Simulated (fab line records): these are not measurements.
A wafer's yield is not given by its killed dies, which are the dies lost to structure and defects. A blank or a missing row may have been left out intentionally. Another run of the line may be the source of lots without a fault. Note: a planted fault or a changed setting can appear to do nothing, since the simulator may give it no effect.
fab line records | flow sfq-line
[record] lots = 14 wafers = 42 last-day = 92
route steps=325 shown I5@233
lots that met no fault: taken from a fault-free run of the same line
start-h: hours from the record's opening day to when the first of the lot's shown wafers began | wait-h: how many hours have passed since the lot's step before this one | " identical to the entry in the row above | L1.1+2: one row covering several wafers at once | - no value, or no start was given | * or withheld: withheld | < > ~ a bound
route shown NAME@n: a module of which the file shows steps, and the number in the route of the first | usual: mean/standard deviation of fault-free wafers | same: alike in all rows | chamber/n: place in a boat | sites: readings site by site | _std_site: standard deviation across them | _edge_site: outer sites' mean less inner sites' | radius-mm: for every site, how far away it sits from the centre of the wafer | mask NAME#n: copy n | behind: tool/chamber where the wafer was last shaped | hold: what put the lot on hold/how long, in hours/how the hold closed | device: whichever transistor did not switch (one of n, p or np) | end of line: the tests these same wafers got at the end of their route | step lacking rows: just its recipe | killed: not the wafer's yield, but the dies lost to structure and defects at the first sort | map: a wafer's dies, x killed, . not, _ none there
set.NAME: the setting the step ran with; set.NAME@STEP: the setting that earlier step ran with | model.NAME: the simulator's own value behind a step, which no gauge read
steps of the route over a sample of lots; a table a step, a row a wafer
[[steps]]
[step SFQ_TRILAYER_I5_LITHO_PEB_147]
[recipe] peb-temp-c = 115 peb-time-s = 60 resist = KrF
[usual] chill-plate-temp-C = 22.99/0.096 exhaust-pa = 45.1/0.95 peb-time-s = 60/0
// columns lot.wafer tool chamber start-h wait-h chill-plate-temp-C exhaust-pa peb-time-s
L311.3 litho-track-01 0 1600.09 0.7 23.03 45.9 60
L311.4 " 0 " " 22.95 44.4 60
L311.6 " 0 " " 22.99 45.6 60
L312.2 litho-track-01 0 1604.86 0.8 23.00 46.6 60
L312.3 " 0 " " 22.99 48.1 60
L312.4 " 0 " " 23.16 47.0 60
L315.2 litho-track-01 0 1610.86 0.8 22.91 45.4 60
L315.3 " 0 " " 22.87 45.4 60
L315.4 " 0 " " 23.04 45.5 60
L316.4 litho-track-01 0 1612.11 0.5 23.16 44.9 60
L316.5 " 0 " " 22.94 44.0 60
L316.6 " 0 " " 22.97 46.1 60
L317.3 litho-track-03 0 1618.09 0.7 23.21 44.5 60
L317.5 " 0 " " 22.93 42.2 60
L317.6 " 0 " " 23.09 44.4 60
L318.3 litho-track-03 0 1619.29 0.7 22.83 46.0 60
L318.5 " 0 " " 22.88 44.4 60
L318.6 " 0 " " 23.01 45.8 60
L319.1 litho-track-03 - 1624.04 1.0 - - -
L319.2 " - " " - - -
L319.3 " - " " - - -
L320.3 litho-track-03 - 1625.29 0.7 - - -
L320.4 " - " " - - -
L320.5 " - " " - - -
L323.2 litho-track-02 0 1649.26 0.8 22.87 46.1 60
L323.3 " 0 " " 23.02 44.4 60
L323.5 " 0 " " 22.98 45.0 60
L325.2 litho-track-02 0 1657.66 0.8 23.03 45.7 60
L325.3 " 0 " " 23.08 45.9 60
L325.4 " 0 " " 22.87 46.1 60
L326.1 litho-track-03 0 1666.04 1.0 22.83 44.2 60
L326.4 " 0 " " 22.92 45.5 60
L326.6 " 0 " " 23.02 45.1 60
L330.2 litho-track-02 0 1684.48 0.8 22.83 45.2 60
L330.3 " 0 " " 22.95 46.0 60
L330.5 " 0 " " 22.89 44.9 60
L331.2 litho-track-03 0 1686.88 0.8 23.06 44.9 60
L331.4 " 0 " " 22.99 42.8 60
L331.6 " 0 " " 23.09 43.7 60
L333.1 litho-track-02 0 1702.46 1.0 23.08 45.1 60
L333.2 " 0 " " 22.91 45.7 60
L333.6 " 0 " " 22.98 46.2 60
[[key]]
[first-sign] step = SFQ_TRILAYER_I5_LITHO_PEB_147 reading = tool-record direction = missing
effect none on later readings
met-at SFQ_TRILAYER_I5_LITHO_PEB_147
struck-lots L319,L320
onset-between 1619.29 1624.04
[fault] kind = skipped-step-whole tool = litho-track-03 chamber = - onset-h = 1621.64 steps = SFQ_TRILAYER_I5_LITHO_PEB_147 scope = struck-lots-only
